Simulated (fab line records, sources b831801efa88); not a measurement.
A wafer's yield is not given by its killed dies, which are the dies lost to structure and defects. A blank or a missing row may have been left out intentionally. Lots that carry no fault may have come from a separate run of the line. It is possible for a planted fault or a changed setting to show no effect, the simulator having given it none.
A single fault, viewed from 2 desks | flow sky130 | each desk holds nothing but its own numbers, with what lay behind them at the end

== AT THE TOOL OWNER'S DESK: cmp-01 ==
The tool's own readings at SKY_CONTACT_CMP_27 (polishes, stops on SiO2, t overpolish 15 s, target thk 0 nm): means of the sampled wafers that have a number, for each lot that ran on this tool. A lot is out of limits, marked OUT, if its mean lies more than 4 standard deviations from the usual mean; the brackets give that distance.
Columns: A = motor_current_A at SKY_CONTACT_CMP_27, usual 10.6 A; B = overpolish_run_s at SKY_CONTACT_CMP_27, usual 15.000 s; C = platen_rpm at SKY_CONTACT_CMP_27, usual 60.00 rpm; D = time_to_endpoint_s at SKY_CONTACT_CMP_27, usual 80 s
lot  | first seen here | A    | B      | C     | D
L270 | day 32 10:07    | 11.1 | 15.007 | 59.98 | 81
L274 | day 34 01:03    | 11.1 | 14.996 | 59.93 | 75
L289 | day 38 11:21    | 11.0 | 14.997 | 59.98 | 77
This desk's finding: nothing out of limits on any of the 3 lots.

== FROM THE METROLOGY DESK ==
Lot by lot, what the gauges showed, no matter which tool ran the lot: averages of those sampled wafers that carry a number. A lot is out of limits, marked OUT, if its mean lies more than 4 standard deviations from the usual mean; the brackets give that distance. Only the readings that lie furthest out on some lot appear, 7 of the 9 it has.
Columns: A = CONTACT_OVL at SKY_CONTACT_OVL_MEAS_15, usual -2 nm; B = CONTACT_W_THK at SKY_CONTACT_THK_MEAS_26, usual 336 nm; C = METAL1_ALCU_THK at SKY_METAL1_THK_MEAS_06, usual 247 nm; D = cd_nm at SKY_METAL1_CD_MEAS_15, usual 139.5 nm; E = METAL1_OVL at SKY_METAL1_OVL_MEAS_16, usual 0 nm; F = VIA1_HDPCVD_THK at SKY_VIA1_THK_MEAS_01, usual 1028 nm; G = VIA1_BOW at SKY_VIA1_BOW_MEAS_03, usual 80 um
lot  | first seen here | A  | B   | C   | D     | E   | F    | G
L269 | day 31 13:01    | -6 | 329 | 247 | 140.0 | -12 | 1033 | 80
L270 | day 32 08:55    | -5 | 345 | 241 | 139.9 | 6   | 1025 | 84
L274 | day 33 23:53    | -6 | 329 | 253 | 142.0 | -1  | 1028 | 87
L278 | day 34 21:31    | -2 | 338 | 248 | 140.9 | 0   | 1016 | 77
L289 | day 38 09:48    | 0  | 336 | 241 | 138.3 | -3  | 1032 | 77
This desk's finding: nothing out of limits on any of the 5 lots.

== BROUGHT TOGETHER ==
Nothing out of limits was seen by the tool owner's desk.
Nothing out of limits was seen by the metrology desk.

== WHAT THE SIMULATOR HAD PUT IN ==
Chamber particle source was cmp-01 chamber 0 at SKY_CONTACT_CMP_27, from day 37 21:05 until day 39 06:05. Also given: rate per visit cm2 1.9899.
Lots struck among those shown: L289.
